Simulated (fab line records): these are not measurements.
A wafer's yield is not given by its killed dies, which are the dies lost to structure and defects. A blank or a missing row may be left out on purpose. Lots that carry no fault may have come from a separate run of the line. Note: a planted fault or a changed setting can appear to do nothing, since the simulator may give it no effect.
Matching of chambers :: flow gf180mcu :: pecvd-01 running GF_V3_CVD_02: 3 sister chambers
The step deposits SiO2 from TEOS, target thk 850 nm, time 94.851 s. 3 wafers are shown with their chamber, then 7 later ones without.

== WAFERS, EACH WITH ITS CHAMBER ==
wafer: L232.5
chamber: 1
heater-power-w (W): 868

wafer: L242.4
chamber: 2
heater-power-w (W): 651

wafer: L242.5
chamber: 0
heater-power-w (W): 743

== WAFERS WITH NO CHAMBER GIVEN ==
wafer: L242.6
heater-power-w (W): 840

wafer: L249.1
heater-power-w (W): 877

wafer: L249.4
heater-power-w (W): 643

wafer: L249.5
heater-power-w (W): 760

wafer: L251.1
heater-power-w (W): 851

wafer: L251.2
heater-power-w (W): 700

wafer: L251.3
heater-power-w (W): 696

== EACH ONE'S CHAMBER ==
wafer: L242.6
from the rows above: 1
in truth: 1

wafer: L249.1
from the rows above: 1
in truth: 1

wafer: L249.4
from the rows above: 2
in truth: 2

wafer: L249.5
from the rows above: 0
in truth: 0

wafer: L251.1
from the rows above: 1
in truth: 1

wafer: L251.2
from the rows above: can't be placed: 0 or 2
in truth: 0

wafer: L251.3
from the rows above: can't be placed: 2 or 0
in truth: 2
Correct placement for 5 of the 7. Can't be placed from these rows: 2 (the true chamber is among the candidates in 2). 0 placed wrongly.
How it was worked out, from the rows above alone: a wafer's distance from a chamber is the root of the sum, over the readings, of the square of ((its reading less the chamber's mean) divided by the reading's scatter). The wafer belongs to the nearest chamber; if the next one is less than 2 further off, it can't be placed. The mean given for a chamber averages the wafers shown for that chamber. The scatter: with one shown wafer a chamber, the root of the mean of the squares of how far each hidden wafer lies from its nearest shown one.
